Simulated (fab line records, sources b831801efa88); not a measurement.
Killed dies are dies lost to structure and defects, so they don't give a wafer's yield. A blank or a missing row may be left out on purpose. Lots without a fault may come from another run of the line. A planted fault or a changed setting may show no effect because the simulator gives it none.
Problem report in the 8D (eight disciplines) form, filled by code | flow gf180mcu | the parts of the form that need people (team, actions taken, sign-off) are left out

1. THE PROBLEM
spin_speed_rpm at GF_NSD_COAT_02 reads a mean of 2872.3 rpm on 6 wafers of 2 lots; wafers without a fault read 3000.1 rpm with a standard deviation of 2. That is -64 standard deviations from the usual mean.
The step: resist thk 1000 nm.
First seen on wafer L664.2, day 15 15:37, on litho_track-01. The record holds 39 wafers of 13 lots with a number at this step. Rule for "out", or "out of limits": more than 4 standard deviations from the usual mean. The other wafers with a number count as sound.

2. WHAT IT IS AND WHAT IT IS NOT
question                    | is                     | is not
which readings at this step | spin_speed_rpm         | -
which lots                  | L664, L666             | L657, L658, L662, L665, L669, L673, L675, L677, L678, L679, L680
which wafers of those lots  | all that have a number | -
read on which tools         | litho_track-01         | litho_track-02, litho_track-03
when                        | from day 15 15:37      | up to then (9 sound wafers); but 24 sound wafers of L665, L669, L673, L675, L677, L678, L679, L680 came after

3. SUSPECTS, AND WHAT RULES EACH OUT
Counting: a tool at a process step up to the reading stays a suspect if it ran every lot that is out and no sound lot after the first of them.
- litho_track-01 at GF_NSD_COAT_02 (resist thk 1000 nm): ruled out as a lasting fault. Sound lots L678, L679 ran on it after its first lot that is out, L664 (day 15 15:37).
Left after counting: nothing in the record.

4. THE CAUSE (what the simulator had put in)
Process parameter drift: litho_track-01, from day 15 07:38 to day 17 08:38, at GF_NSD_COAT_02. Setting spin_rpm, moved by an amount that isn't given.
Counting ruled it out, wrongly.

5. THE CHAIN OF EFFECTS, in route order
Each row: a reading whose mean over the struck wafers that have a number lies more than 3 standard deviations from the usual. Only readings for which the record gives a usual standard deviation are gone through. hours: the time from each lot's start at the first step in this table that gives one to its start at this step, as a median over the lots. sigmas: the change in usual standard deviations.
hours | step            | reading                  | usual      | on struck wafers | change | sigmas
0     | GF_NSD_COAT_02  | spin_speed_rpm           | 3000.1 rpm | 2872.3           | -127.8 | -64
11    | GF_NSD_STRIP_11 | strip_time_to_endpoint_s | 22.97 s    | 23.23            | +0.26  | +7.2
The process steps in it:
- GF_NSD_COAT_02: resist thk 1000 nm.
- GF_NSD_STRIP_11: strips in O2/N2.
Later measuring or inspecting steps at which every struck wafer that the step has a row for has a number for every such reading, and none has moved that far: GF_NSD_TW_MEAS_12, GF_PSD_RS_MEAS_14.

6. WHAT WOULD HAVE CAUGHT IT SOONER
In this record the first reading out of limits was taken at day 15 15:37, 8 hours after the fault began at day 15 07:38.
